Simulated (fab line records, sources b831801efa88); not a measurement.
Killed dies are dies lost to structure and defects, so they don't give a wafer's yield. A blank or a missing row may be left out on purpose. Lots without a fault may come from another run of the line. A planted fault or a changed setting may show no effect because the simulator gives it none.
fab line records | flow sky130
record lots=12 wafers=36 last_day=50
route steps=708 shown VIA2@529 METAL3@536 CAPM@539 PAD_OPEN@708
lots that met no fault: from a run of the same line without faults
start_h: hours from the record's first day to the start of the lot's first wafer shown | wait_h: hours since the lot's step before | " the same as in the row above | L1.1+2: a row that stands for several wafers | - no value, or no start given | * or withheld: withheld | < > ~ a bound
route shown NAME@n: a module of which the file shows steps, and the number in the route of the first | usual: mean/standard deviation of fault-free wafers | same: alike in all rows | chamber/n: place in a boat | sites: the reading at each site | _std_site: their standard deviation | _edge_site: outer sites' mean less inner sites' | radius_mm: how far each site lies from the wafer's centre | mask NAME#n: copy n | behind: the tool/chamber that last shaped the wafer | hold: why the lot was held/for how many hours/how that ended | device: the transistor (n, p or np) that didn't switch | end of line: the same wafers' tests at the end of the route | a step without rows: its recipe alone | killed: dies lost to structure and defects at the first sort, not the wafer's yield | map: a wafer's dies, x killed, . not, _ none there
set.NAME: the setting as run; set.NAME@STEP: as run at that earlier step | model.NAME: the simulator's own value behind a step, which no gauge read
steps of the route over a sample of lots; a table a step, a row a wafer
services: from which hour (start_h, from the record's first day; less than 0 if before it) a tool's chamber was out of use, for how many hours, and why
## steps
# step SKY_VIA2_RS_MEAS_22
# recipe thk_meas_gauge=four-point-probe reads=W_of_VIA2_CVD_21+TiN_of_VIA2_SPUTTER_20
# usual VIA2_W_RS=0.271/0.0034
# columns lot.wafer tool chamber start_h wait_h VIA2_W_RS[ohm/sq]
L542.2 film_metro-03 - 848.76 0.1 0.272
L542.3 " - " " 0.271
L542.5 " - " " 0.271
L543.2 film_metro-02 - 861.22 0.1 0.272
L543.4 " - " " 0.267
L543.6 " - " " 0.269
L544.1 film_metro-02 - 866.49 0.1 0.270
L544.2 " - " " 0.273
L544.3 " - " " 0.270
L546.2 film_metro-02 - 873.61 0.1 0.272
L546.4 " - " " 0.274
L546.5 " - " " 0.271
L547.2 film_metro-04 - 888.62 0.1 0.272
L547.3 " - " " 0.275
L547.4 " - " " 0.272
L550.1 film_metro-03 - 905.83 0.1 0.269
L550.2 " - " " 0.275
L550.4 " - " " 0.274
L551.1 film_metro-04 - 920.60 0.1 0.273
L551.3 " - " " 0.268
L551.5 " - " " 0.268
L552.1 film_metro-02 - 928.20 0.1 0.262
L552.4 " - " " 0.268
L552.5 " - " " 0.273
L554.3 film_metro-03 - 936.14 0.1 0.264
L554.5 " - " " 0.267
L554.6 " - " " 0.274
L555.1 film_metro-03 - 949.84 0.1 0.270
L555.4 " - " " 0.273
L555.6 " - " " 0.276
L563.1 film_metro-03 - 996.63 0.1 0.263
L563.3 " - " " 0.273
L563.5 " - " " 0.274
L564.1 film_metro-03 - 1011.35 0.1 0.271
L564.4 " - " " 0.272
L564.6 " - " " 0.270
# step SKY_METAL3_SPUTTER_04
# recipe material=TiN target_thk_nm=70 power_w=6500 time_s=58.3 chamber_pressure_pa=0.4
# usual chamber_pressure_pa=0.4000/0.00074 throttle_valve_pct=30.4/1.2
# columns lot.wafer tool chamber start_h wait_h chamber_pressure_pa throttle_valve_pct
L542.2 pvd_sputter-01 - 849.32 0.0 0.3998 28.9
L542.3 " - " " 0.4006 30.2
L542.5 " - " " 0.4002 30.9
L543.2 pvd_sputter-03 - 861.79 0.0 0.4001 32.3
L543.4 " - " " 0.4000 30.8
L543.6 " - " " 0.3997 32.0
L544.1 pvd_sputter-04 - 867.51 0.0 0.4007 29.4
L544.2 " - " " 0.3998 30.6
L544.3 " - " " 0.3994 31.1
L546.2 pvd_sputter-01 - 874.17 0.0 0.3997 28.8
L546.4 " - " " 0.4008 30.3
L546.5 " - " " 0.3982 30.2
L547.2 pvd_sputter-03 - 889.19 0.0 0.3979 28.1
L547.3 " - " " 0.3993 31.4
L547.4 " - " " 0.3992 30.7
L550.1 pvd_sputter-03 - 906.41 0.0 0.3985 28.4
L550.2 " - " " 0.3996 31.0
L550.4 " - " " 0.4003 30.7
L551.1 pvd_sputter-03 - 921.82 0.0 0.4014 30.8
L551.3 " - " " 0.3989 28.2
L551.5 " - " " 0.4002 28.3
L552.1 pvd_sputter-01 - 928.79 0.0 0.3996 30.4
L552.4 " - " " 0.3999 31.3
L552.5 " - " " 0.3998 30.3
L554.3 pvd_sputter-03 - 936.68 0.0 0.6310 24.8
L554.5 " - " " 0.6325 25.5
L554.6 " - " " 0.6327 22.6
L555.1 pvd_sputter-03 - 950.42 0.0 0.6328 25.8
L555.4 " - " " 0.6322 22.4
L555.6 " - " " 0.6323 25.7
L563.1 pvd_sputter-04 - 997.21 0.0 0.4000 30.2
L563.3 " - " " 0.3992 29.1
L563.5 " - " " 0.3981 31.0
L564.1 pvd_sputter-04 - 1012.01 0.0 0.4005 29.3
L564.4 " - " " 0.4005 30.6
L564.6 " - " " 0.4001 30.9
# step SKY_CAPM_SPUTTER_02
# recipe material=TiN target_thk_nm=200 temp_c=300 power_w=6500 time_s=166.7 chamber_pressure_pa=0.4
# usual chamber_pressure_pa=0.4000/0.00078 throttle_valve_pct=29.9/1.2
# columns lot.wafer tool chamber start_h wait_h chamber_pressure_pa throttle_valve_pct
L542.2 pvd_sputter-02 - 849.45 0.0 0.4005 29.3
L542.3 " - " " 0.4010 28.8
L542.5 " - " " 0.4005 31.4
L543.2 pvd_sputter-02 - 861.92 0.0 0.3997 28.3
L543.4 " - " " 0.4007 31.7
L543.6 " - " " 0.4004 31.9
L544.1 pvd_sputter-03 - 867.64 0.1 0.3998 32.3
L544.2 " - " " 0.3983 30.5
L544.3 " - " " 0.4001 28.2
L546.2 pvd_sputter-02 - 874.30 0.0 0.4014 31.4
L546.4 " - " " 0.3997 29.2
L546.5 " - " " 0.4005 28.2
L547.2 pvd_sputter-02 - 889.32 0.0 0.4001 29.2
L547.3 " - " " 0.3995 28.9
L547.4 " - " " 0.3990 31.3
L550.1 pvd_sputter-02 - 906.54 0.1 0.4010 31.6
L550.2 " - " " 0.3995 29.1
L550.4 " - " " 0.4007 29.0
L551.1 pvd_sputter-02 - 921.95 0.1 0.4005 28.5
L551.3 " - " " 0.3994 28.8
L551.5 " - " " 0.4006 31.4
L552.1 pvd_sputter-03 - 928.92 0.1 0.4007 30.6
L552.4 " - " " 0.4014 30.9
L552.5 " - " " 0.3988 28.2
L554.3 pvd_sputter-01 - 936.82 0.0 0.4000 28.8
L554.5 " - " " 0.3987 29.0
L554.6 " - " " 0.4008 30.3
L555.1 pvd_sputter-02 - 950.55 0.1 0.4001 29.1
L555.4 " - " " 0.3998 31.5
L555.6 " - " " 0.4000 31.7
L563.1 pvd_sputter-01 - 997.35 0.1 0.4003 30.2
L563.3 " - " " 0.3997 31.1
L563.5 " - " " 0.4003 31.0
L564.1 pvd_sputter-01 - 1012.14 0.1 0.4009 28.9
L564.4 " - " " 0.3987 30.2
L564.6 " - " " 0.4001 30.1
# step SKY_CAPM_RS_MEAS_03
# recipe thk_meas_gauge=four-point-probe reads=TiN_of_CAPM_SPUTTER_02
# usual CAPM_TIN_RS=6.91/0.063
# columns lot.wafer tool chamber start_h wait_h CAPM_TIN_RS[ohm/sq]
L542.2 film_metro-01 - 849.58 0.1 6.85
L542.3 " - " " 6.86
L542.5 " - " " 6.88
L543.2 film_metro-02 - 862.05 0.1 6.81
L543.4 " - " " 6.91
L543.6 " - " " 6.87
L544.1 film_metro-02 - 867.75 0.1 6.84
L544.2 " - " " 6.93
L544.3 " - " " 6.93
L546.2 film_metro-04 - 874.43 0.1 6.96
L546.4 " - " " 6.95
L546.5 " - " " 6.94
L547.2 film_metro-04 - 889.45 0.1 6.82
L547.3 " - " " 6.84
L547.4 " - " " 6.92
L550.1 film_metro-01 - 906.65 0.1 6.90
L550.2 " - " " 6.92
L550.4 " - " " 6.87
L551.1 film_metro-02 - 922.06 0.1 6.93
L551.3 " - " " 6.92
L551.5 " - " " 7.02
L552.1 film_metro-01 - 929.03 0.1 6.88
L552.4 " - " " 6.85
L552.5 " - " " 6.88
L554.3 film_metro-01 - 936.96 0.1 6.87
L554.5 " - " " 6.93
L554.6 " - " " 6.90
L555.1 film_metro-01 - 950.66 0.1 6.90
L555.4 " - " " 6.97
L555.6 " - " " 6.91
L563.1 film_metro-04 - 997.45 0.1 6.87
L563.3 " - " " 6.82
L563.5 " - " " 6.78
L564.1 film_metro-01 - 1012.25 0.1 6.89
L564.4 " - " " 6.94
L564.6 " - " " 6.94
# step SKY_PAD_OPEN_PROBE_99
# usual defect_limited_yield=82.2/1.9 killed_at_M0_to_M3=44/7.2 killed_at_M4_up=3.0/1.9 killed_at_contacts=25/4.8 killed_at_front_end=16/4.2 killed_at_other=0.2/0.44 killed_dies=88/9.3 killed_on_rim=17/3.6 killed_open=48/7.1 killed_short=40/6.5 sort_bin_3_pad_short=0.9/0.4 sort_bin_5_function=10.5/1.5 sort_bin_6_memory=6.5/0.98 sort_n_pass=404/9.3 sort_yield_pct=82.2/1.9
# same gross_dies=492 killed_at_back_side=0 sort_bin_4_leakage[%]=0 sort_bin_8_speed[%]=0
# columns lot.wafer tool chamber start_h wait_h defect_limited_yield[%] killed_at_M0_to_M3 killed_at_M4_up killed_at_contacts killed_at_front_end killed_at_other killed_dies killed_on_rim killed_open killed_short sort_bin_3_pad_short[%] sort_bin_5_function[%] sort_bin_6_memory[%] sort_n_pass sort_yield_pct[%]
L542.2 prober-01 - 1076.16 0.1 83.5 51 1 19 10 0 81 18 45 36 0.8 10.2 5.5 411 83.5
L542.3 prober-01 - 1076.21 0.2 80.9 55 1 25 13 0 94 17 47 47 1.4 10.6 7.1 398 80.9
L542.5 prober-01 - 1076.31 0.2 82.5 46 3 21 16 0 86 19 41 45 1.0 11.6 4.9 406 82.5
L543.2 prober-02 - 1083.55 0.1 79.9 56 4 20 18 1 99 21 56 43 0.6 13.2 6.3 393 79.9
L543.4 prober-02 - 1083.65 0.2 81.7 40 6 26 18 0 90 18 58 32 1.0 11.6 5.7 402 81.7
L543.6 prober-02 - 1083.75 0.2 83.5 34 4 27 16 0 81 10 45 36 1.2 8.5 6.7 411 83.5
L544.1 prober-01 - 1086.66 0.1 82.7 29 6 28 21 1 85 12 44 41 0.8 9.6 6.9 407 82.7
L544.2 prober-01 - 1086.71 0.1 80.7 44 3 29 19 0 95 16 56 39 0.6 11.6 7.1 397 80.7
L544.3 prober-01 - 1086.76 0.2 83.5 41 4 21 14 1 81 14 42 39 1.4 11.0 4.1 411 83.5
L546.2 prober-02 - 1098.46 0.1 79.7 62 5 20 13 0 100 17 57 43 1.2 11.6 7.5 392 79.7
L546.4 prober-02 - 1098.56 0.2 82.7 39 5 26 15 0 85 17 46 39 0.8 10.0 6.5 407 82.7
L546.5 prober-02 - 1098.61 0.2 82.5 46 0 25 15 0 86 16 52 34 1.0 9.3 7.1 406 82.5
L547.2 prober-02 - 1107.23 0.1 80.7 38 3 26 28 0 95 20 51 44 1.0 12.0 6.3 397 80.7
L547.3 prober-02 - 1107.28 0.2 79.5 54 4 27 16 0 101 14 43 58 1.4 12.0 7.1 391 79.5
L547.4 prober-02 - 1107.33 0.2 83.3 44 2 21 15 0 82 19 47 35 0.6 10.0 6.1 410 83.3
L550.1 prober-01 - 1122.01 0.1 83.7 36 3 27 14 0 80 16 46 34 0.6 10.0 5.7 412 83.7
L550.2 prober-01 - 1122.06 0.1 82.5 46 1 28 11 0 86 14 38 48 0.4 11.2 5.9 406 82.5
L550.4 prober-01 - 1122.16 0.2 82.5 46 3 24 13 0 86 16 50 36 1.6 8.1 7.7 406 82.5
L551.1 prober-02 - 1133.49 0.1 82.5 41 6 32 6 1 86 17 47 39 0.2 10.8 6.5 406 82.5
L551.3 prober-02 - 1133.59 0.2 84.6 43 2 22 9 0 76 14 35 41 1.0 8.7 5.7 416 84.6
L551.5 prober-02 - 1133.69 0.2 80.7 45 2 35 13 0 95 19 57 38 0.8 11.8 6.7 397 80.7
L552.1 prober-01 - 1138.48 0.1 83.5 34 5 28 14 0 81 18 43 38 0.6 10.8 5.1 411 83.5
L552.4 prober-01 - 1138.63 0.2 81.7 49 4 17 20 0 90 14 53 37 0.8 12.0 5.5 402 81.7
L552.5 prober-01 - 1138.68 0.2 81.9 45 6 22 16 0 89 24 43 46 1.2 11.4 5.5 403 81.9
L554.3 prober-01 - 1144.08 0.2 82.3 41 2 25 19 0 87 15 40 47 1.0 10.8 5.9 405 82.3
L554.5 prober-01 - 1144.18 0.2 84.6 43 2 20 11 0 76 17 43 33 0.8 9.3 5.3 416 84.6
L554.6 prober-01 - 1144.23 0.2 82.1 38 5 26 18 1 88 17 45 43 1.4 10.2 6.3 404 82.1
L555.1 prober-02 - 1153.49 0.1 82.7 53 3 13 16 0 85 17 45 40 0.4 10.8 6.1 407 82.7
L555.4 prober-02 - 1153.64 0.2 79.9 42 3 30 23 1 99 22 51 48 0.2 13.8 6.1 393 79.9
L555.6 prober-02 - 1153.74 0.2 82.3 39 2 22 23 1 87 9 44 43 1.2 10.0 6.5 405 82.3
L563.1 prober-01 - 1187.33 0.1 82.9 39 4 24 17 0 84 15 52 32 0.8 10.8 5.5 408 82.9
L563.3 prober-01 - 1187.43 0.2 83.9 41 0 25 13 0 79 11 45 34 0.8 9.8 5.5 413 83.9
L563.5 prober-01 - 1187.53 0.2 84.3 34 4 27 12 0 77 15 34 43 1.0 9.6 5.1 415 84.3
L564.1 prober-01 - 1196.50 0.1 81.9 52 0 20 17 0 89 15 43 46 1.0 10.4 6.7 403 81.9
L564.4 prober-01 - 1196.65 0.2 82.3 50 8 19 10 0 87 13 46 41 0.4 9.8 7.5 405 82.3
L564.6 prober-01 - 1196.75 0.2 85.0 39 1 18 16 0 74 13 45 29 1.0 8.7 5.3 418 85.0
# killed by level:class
L542.2 VIA1:geometric_particle:open=14 VIA3:geometric_particle:open=7 METAL1:geometric_particle:short=7 VIA1:geometric_particle:short=7 VIA2:geometric_particle:open=6 CONTACT:geometric_particle:open=6 LI_CONTACT:geometric_particle:open=5 CONTACT:geometric_particle:short=5
L542.3 VIA1:geometric_particle:open=15 VIA1:geometric_particle:short=10 CONTACT:geometric_particle:open=9 METAL1:geometric_particle:short=8 VIA3:geometric_particle:open=8 FIELD_ISO:geometric_particle:short=5 LI_CONTACT:geometric_particle:open=4 LI_CONTACT:geometric_particle:short=4
L542.5 VIA1:geometric_particle:open=15 CONTACT:geometric_particle:open=6 METAL2:geometric_particle:short=6 POLY_GATE:geometric_particle:short=5 LI_CONTACT:geometric_particle:open=5 METAL1:geometric_particle:short=5 CONTACT:geometric_particle:short=4 VIA1:geometric_particle:short=4
L543.2 VIA1:geometric_particle:open=12 CONTACT:geometric_particle:open=10 VIA1:geometric_particle:short=9 METAL1:geometric_particle:short=9 FIELD_ISO:geometric_particle:open=7 VIA3:geometric_particle:open=7 VIA2:geometric_particle:open=6 FIELD_ISO:geometric_particle:short=5
L543.4 VIA1:geometric_particle:open=12 CONTACT:geometric_particle:open=10 LI_CONTACT:geometric_particle:open=6 VIA3:geometric_particle:open=6 CONTACT:geometric_particle:short=5 METAL1:geometric_particle:short=5 POLY_GATE:geometric_particle:open=4 SPACER:geometric_particle:open=4
L543.6 CONTACT:geometric_particle:open=12 CONTACT:geometric_particle:short=7 METAL1:geometric_particle:short=6 VIA3:geometric_particle:open=6 LI_CONTACT:geometric_particle:open=5 VIA1:geometric_particle:open=5 SPACER:geometric_particle:open=4 VIA3:geometric_particle:short=4
L544.1 LI_CONTACT:geometric_particle:open=12 CONTACT:geometric_particle:open=9 FIELD_ISO:geometric_particle:open=8 POLY_GATE:geometric_particle:short=7 VIA2:geometric_particle:short=6 METAL2:geometric_particle:short=5 METAL4:geometric_particle:short=5 POLY_GATE:geometric_particle:open=3
L544.2 CONTACT:geometric_particle:open=9 VIA2:geometric_particle:open=9 VIA3:geometric_particle:open=9 POLY_GATE:geometric_particle:open=7 FIELD_ISO:geometric_particle:open=6 LI_CONTACT:geometric_particle:open=6 CONTACT:geometric_particle:short=5 METAL2:geometric_particle:short=5
L544.3 CONTACT:geometric_particle:open=9 VIA1:geometric_particle:open=9 VIA1:geometric_particle:short=8 FIELD_ISO:geometric_particle:short=7 CONTACT:geometric_particle:short=7 VIA3:geometric_particle:open=7 VIA2:geometric_particle:open=5 LI_CONTACT:geometric_particle:open=4
L546.2 VIA1:geometric_particle:open=18 LI_CONTACT:geometric_particle:open=8 METAL1:geometric_particle:short=7 VIA1:geometric_particle:short=7 VIA2:geometric_particle:open=7 METAL2:geometric_particle:short=6 CONTACT:geometric_particle:open=6 VIA3:geometric_particle:open=5
L546.4 VIA1:geometric_particle:open=14 LI_CONTACT:geometric_particle:short=6 LI_CONTACT:geometric_particle:open=6 CONTACT:geometric_particle:open=6 VIA2:geometric_particle:open=6 FIELD_ISO:geometric_particle:short=5 VIA3:geometric_particle:open=5 FIELD_ISO:geometric_particle:open=4
L546.5 CONTACT:geometric_particle:open=14 VIA3:geometric_particle:open=10 VIA1:geometric_particle:open=8 VIA1:geometric_particle:short=5 METAL2:geometric_particle:short=5 METAL1:geometric_particle:short=4 POLY_GATE:geometric_particle:short=3 LI_CONTACT:geometric_particle:open=3
L547.2 CONTACT:geometric_particle:open=11 VIA1:geometric_particle:open=9 LI_CONTACT:geometric_particle:open=7 POLY_GATE:geometric_particle:short=6 METAL2:geometric_particle:short=6 POLY_GATE:geometric_particle:open=5 FIELD_ISO:geometric_particle:short=4 METAL1:geometric_particle:short=4
L547.3 LI_CONTACT:geometric_particle:open=9 VIA2:geometric_particle:short=9 VIA1:geometric_particle:open=8 VIA2:geometric_particle:open=8 METAL1:geometric_particle:short=7 CONTACT:geometric_particle:open=7 LOCAL_INTERCONNECT:geometric_particle:short=5 VIA1:geometric_particle:short=5
L547.4 VIA3:geometric_particle:open=7 VIA2:geometric_particle:open=7 CONTACT:geometric_particle:open=7 VIA1:geometric_particle:short=7 FIELD_ISO:geometric_particle:open=6 LI_CONTACT:geometric_particle:open=6 VIA1:geometric_particle:open=6 LOCAL_INTERCONNECT:geometric_particle:short=5
L550.1 VIA1:geometric_particle:open=14 CONTACT:geometric_particle:open=11 CONTACT:geometric_particle:short=7 FIELD_ISO:geometric_particle:open=5 LI_CONTACT:geometric_particle:open=5 VIA3:geometric_particle:open=5 METAL2:geometric_particle:short=4 LI_CONTACT:geometric_particle:short=3
L550.2 VIA1:geometric_particle:open=9 VIA3:geometric_particle:open=9 LI_CONTACT:geometric_particle:short=6 CONTACT:geometric_particle:short=6 METAL1:geometric_particle:short=6 LOCAL_INTERCONNECT:geometric_particle:short=5 CONTACT:geometric_particle:open=5 VIA1:geometric_particle:short=5
L550.4 VIA3:geometric_particle:open=11 VIA1:geometric_particle:open=10 CONTACT:geometric_particle:open=9 CONTACT:geometric_particle:short=7 METAL2:geometric_particle:short=6 VIA2:geometric_particle:short=6 FIELD_ISO:geometric_particle:open=5 METAL2:geometric_particle:open=4
L551.1 CONTACT:geometric_particle:open=11 CONTACT:geometric_particle:short=9 VIA1:geometric_particle:open=8 VIA3:geometric_particle:open=8 VIA2:geometric_particle:open=7 LI_CONTACT:geometric_particle:open=6 LOCAL_INTERCONNECT:geometric_particle:short=4 METAL1:geometric_particle:short=4
L551.3 CONTACT:geometric_particle:open=9 VIA1:geometric_particle:open=9 METAL1:geometric_particle:short=7 LOCAL_INTERCONNECT:geometric_particle:short=5 VIA3:geometric_particle:short=4 VIA1:geometric_particle:short=4 METAL2:geometric_particle:short=4 VIA2:geometric_particle:open=4
L551.5 LI_CONTACT:geometric_particle:open=11 VIA3:geometric_particle:open=9 CONTACT:geometric_particle:open=9 VIA1:geometric_particle:open=9 LI_CONTACT:geometric_particle:short=6 METAL1:geometric_particle:short=6 METAL2:geometric_particle:short=6 VIA2:geometric_particle:open=6
L552.1 CONTACT:geometric_particle:open=10 LI_CONTACT:geometric_particle:open=8 METAL1:geometric_particle:short=8 VIA2:geometric_particle:open=7 CONTACT:geometric_particle:short=5 METAL2:geometric_particle:short=5 VIA1:geometric_particle:open=4 VIA3:geometric_particle:open=4
L552.4 VIA1:geometric_particle:open=9 VIA3:geometric_particle:open=9 LI_CONTACT:geometric_particle:open=6 VIA2:geometric_particle:open=5 METAL1:geometric_particle:short=5 VIA2:geometric_particle:short=5 FIELD_ISO:geometric_particle:short=4 POLY_GATE:geometric_particle:open=4
L552.5 CONTACT:geometric_particle:open=12 VIA2:geometric_particle:open=10 METAL2:geometric_particle:short=8 VIA1:geometric_particle:short=7 POLY_GATE:geometric_particle:open=5 POLY_GATE:geometric_particle:short=5 VIA1:geometric_particle:open=5 METAL4:geometric_particle:short=5
L554.3 CONTACT:geometric_particle:open=12 FIELD_ISO:geometric_particle:short=8 VIA1:geometric_particle:open=8 METAL1:geometric_particle:short=6 VIA1:geometric_particle:short=5 LOCAL_INTERCONNECT:geometric_particle:short=5 POLY_GATE:geometric_particle:open=4 VIA3:geometric_particle:open=4
L554.5 CONTACT:geometric_particle:open=9 VIA2:geometric_particle:open=7 VIA3:geometric_particle:open=7 VIA1:geometric_particle:short=6 METAL2:geometric_particle:short=6 LI_CONTACT:geometric_particle:open=4 CONTACT:geometric_particle:short=4 VIA1:geometric_particle:open=4
L554.6 CONTACT:geometric_particle:open=8 LI_CONTACT:geometric_particle:open=8 VIA1:geometric_particle:open=8 LOCAL_INTERCONNECT:geometric_particle:short=7 FIELD_ISO:geometric_particle:short=6 METAL1:geometric_particle:short=6 VIA2:geometric_particle:open=5 VIA2:geometric_particle:short=4
L555.1 VIA3:geometric_particle:open=10 VIA1:geometric_particle:short=8 VIA1:geometric_particle:open=8 METAL1:geometric_particle:short=8 VIA2:geometric_particle:open=8 METAL2:geometric_particle:short=6 FIELD_ISO:geometric_particle:short=4 POLY_GATE:geometric_particle:short=4
L555.4 VIA1:geometric_particle:open=13 CONTACT:geometric_particle:open=12 POLY_GATE:geometric_particle:short=10 METAL1:geometric_particle:short=8 VIA2:geometric_particle:open=6 POLY_GATE:geometric_particle:open=5 LI_CONTACT:geometric_particle:open=5 CONTACT:geometric_particle:short=5
L555.6 VIA1:geometric_particle:open=10 POLY_GATE:geometric_particle:short=8 LI_CONTACT:geometric_particle:open=8 CONTACT:geometric_particle:open=7 METAL1:geometric_particle:short=6 VIA3:geometric_particle:open=6 METAL2:geometric_particle:short=6 POLY_GATE:geometric_particle:open=5
L563.1 CONTACT:geometric_particle:open=11 VIA1:geometric_particle:open=9 VIA2:geometric_particle:open=8 LI_CONTACT:geometric_particle:open=6 VIA2:geometric_particle:short=5 FIELD_ISO:geometric_particle:open=4 POLY_GATE:geometric_particle:open=4 METAL2:geometric_particle:short=4
L563.3 CONTACT:geometric_particle:open=14 VIA1:geometric_particle:open=8 VIA1:geometric_particle:short=7 VIA2:geometric_particle:short=6 CONTACT:geometric_particle:short=5 VIA3:geometric_particle:open=5 FIELD_ISO:geometric_particle:open=4 FIELD_ISO:geometric_particle:short=3
L563.5 CONTACT:geometric_particle:open=10 CONTACT:geometric_particle:short=7 VIA2:geometric_particle:short=6 VIA1:geometric_particle:open=6 VIA3:geometric_particle:open=6 VIA1:geometric_particle:short=4 METAL4:geometric_particle:short=4 VIA2:geometric_particle:open=4
L564.1 VIA2:geometric_particle:open=10 METAL1:geometric_particle:short=8 METAL2:geometric_particle:short=8 FIELD_ISO:geometric_particle:open=7 CONTACT:geometric_particle:open=7 VIA2:geometric_particle:short=7 LI_CONTACT:geometric_particle:open=6 VIA1:geometric_particle:open=6
L564.4 LI_CONTACT:geometric_particle:open=12 VIA1:geometric_particle:open=9 METAL4:geometric_particle:short=8 METAL1:geometric_particle:short=8 METAL2:geometric_particle:short=7 VIA2:geometric_particle:open=7 VIA3:geometric_particle:open=7 FIELD_ISO:geometric_particle:short=3
L564.6 CONTACT:geometric_particle:open=8 FIELD_ISO:geometric_particle:short=7 LI_CONTACT:geometric_particle:open=7 VIA1:geometric_particle:open=7 VIA2:geometric_particle:open=7 FIELD_ISO:geometric_particle:open=5 METAL1:geometric_particle:short=5 VIA3:geometric_particle:open=5
## services
# columns tool chamber start_h hours kind
pvd_sputter-01 - 831.25 1.7 repair
pvd_sputter-03 - 838.27 1.9 repair
pvd_sputter-04 - 854.01 2.2 repair
pvd_sputter-04 - 861.80 3.0 repair
pvd_sputter-01 - 877.03 2.0 repair
pvd_sputter-01 - 885.03 1.8 repair
## key
first_sign step=SKY_METAL3_SPUTTER_04 reading=chamber_pressure_pa direction=up sigmas=99+ usual=0.4000 struck=0.6322
effect step=SKY_METAL3_SPUTTER_04 reading=throttle_valve_pct direction=down sigmas=5 usual=30.4 struck=24.5
met_at SKY_METAL3_SPUTTER_04
struck_lots L554,L555
not_acting_at SKY_VIA2_RS_MEAS_22,SKY_CAPM_SPUTTER_02,SKY_CAPM_RS_MEAS_03
onset_between 921.82 936.68
fault kind=process_parameter_drift tool=pvd_sputter-03 chamber=- onset_h=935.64 steps=SKY_METAL3_SPUTTER_04 channel=chamber_pressure_pa offset=0.23231 shape=step end_h=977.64 acts_in=these_recipes_only stated=0.4
